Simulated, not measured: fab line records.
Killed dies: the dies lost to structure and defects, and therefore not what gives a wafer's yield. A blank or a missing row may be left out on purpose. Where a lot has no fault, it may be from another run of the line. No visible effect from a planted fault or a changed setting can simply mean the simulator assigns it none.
Comparing a struck lot with a sound one :: flow gf180mcu :: 15 out of 602 route steps
Sound: the wafers L154.2, L154.3, L154.6. The struck wafers were L148.1, L148.3, L148.5. The cause is given at the end.
Each step with rows lists, per side, the tool, then ch with its chambers, then its first start. Under that, the readings that differ: sound wafers :: struck wafers :: difference of the means :: sigmas: that difference in standard deviations of wafers without a fault.
alike: readings whose means differ by less than 2 such deviations, and words and numbers that are the same on both sides. not compared: withheld readings, readings that some wafer has no value for, bounds like >300 that may hide the same value, and numbers for which the record gives no deviation and whose values overlap.
The two part at a step that has a row with sigmas, a row that says differs or no value, or rows on one side only. Non-overlapping numbers with no deviation appear without sigmas and do not part them. A reading missing from all wafers of one side parts the sides only when that side holds two or more wafers.

GF_M4_SPUTTER_04: material TiN, target thk 50 nm, time 41.7 s.
  struck on pvd_sputter-01, day 27 08:40; sound on pvd_sputter-02, day 29 05:28
  alike: cathode_dc_power_W, chamber_pressure_pa, throttle_valve_pct
GF_M4_RS_MEAS_05: the measuring method here is four-point-probe.
  struck on film_metro-02, day 27 08:43; sound on film_metro-02, day 29 05:34
  alike: M4_ALCU_RS
GF_M4_THK_MEAS_06: measures by xrf.
  struck on film_metro-02, day 27 08:50; sound on film_metro-02, day 29 05:40
  alike: M4_ALCU_THK
then, 7 steps without rows for these wafers: GF_M4_DEHYDRATE_07 (time 60 s); GF_M4_HMDS_08 (prime time 60 s); GF_M4_COAT_09 (resist thk 1000 nm); GF_M4_SOFTBAKE_10 (time 60 s); GF_M4_EXPOSE_11 (exposes mask Metal4, target cd 280 nm); GF_M4_PEB_12 (peb time 90 s); GF_M4_DEVELOP_13 (develop time 60 s).
GF_M4_CD_MEAS_14 targets a cd of 280 nm.
  struck on cd_sem-02, day 28 04:01; sound on cd_sem-01, day 30 00:03
  alike: cd_nm
GF_M4_OVL_MEAS_15:
  struck on overlay-02, day 28 04:08; sound on overlay-02, day 30 00:10
  alike: M4_OVL
GF_M4_METAL_ETCH_16: etches the open film in Cl2/BCl3, stops on SiO2, target depth 627.5 nm, time 104.6 s.
  sound on rie_metal-04 ch 0,1, day 30 00:11; struck on rie_metal-02 ch 0,1, day 28 04:10
  no value came back on the struck wafers for any of 6 readings (bcl3_flow_sccm (sccm), bias_w (W) and others); on the sound wafers bcl3_flow_sccm (sccm) reads 39.80 40.01 39.88
reading: model.KrF_of_M4_COAT_09.thk_nm (nm)
sound: 744.2 741.5 737.9
struck: 981.5 981.3 979.6
difference: +239.6
sigmas: 
  not compared: rf_hours_counter_h
GF_M4_STRIP_17: strips in O2/N2.
  sound on plasma_asher-02 ch 0,1, day 30 00:18; struck on plasma_asher-01 ch 0,1, day 28 04:17
reading: oes_product_au (a.u.)
sound: 0.571 0.561 0.558
struck: 0.657 0.659 0.658
difference: +0.095
sigmas: +20

reading: strip_time_to_endpoint_s (s)
sound: 7.97 7.93 7.91
struck: 10.16 10.18 10.15
difference: +2.23
sigmas: +48
  alike: drypump_motor_current_A, heater_power_w, o2_flow_sccm
  not compared: rf_hours_counter_h
then, 1 step without rows for these wafers: GF_M4_STRIP_18 (strips in post etch residue remover, time 1200 s).

WHERE THEY PART
Earliest at GF_M4_METAL_ETCH_16; latest, in this record, at GF_M4_STRIP_17.

WHY: what had been put in by the simulator
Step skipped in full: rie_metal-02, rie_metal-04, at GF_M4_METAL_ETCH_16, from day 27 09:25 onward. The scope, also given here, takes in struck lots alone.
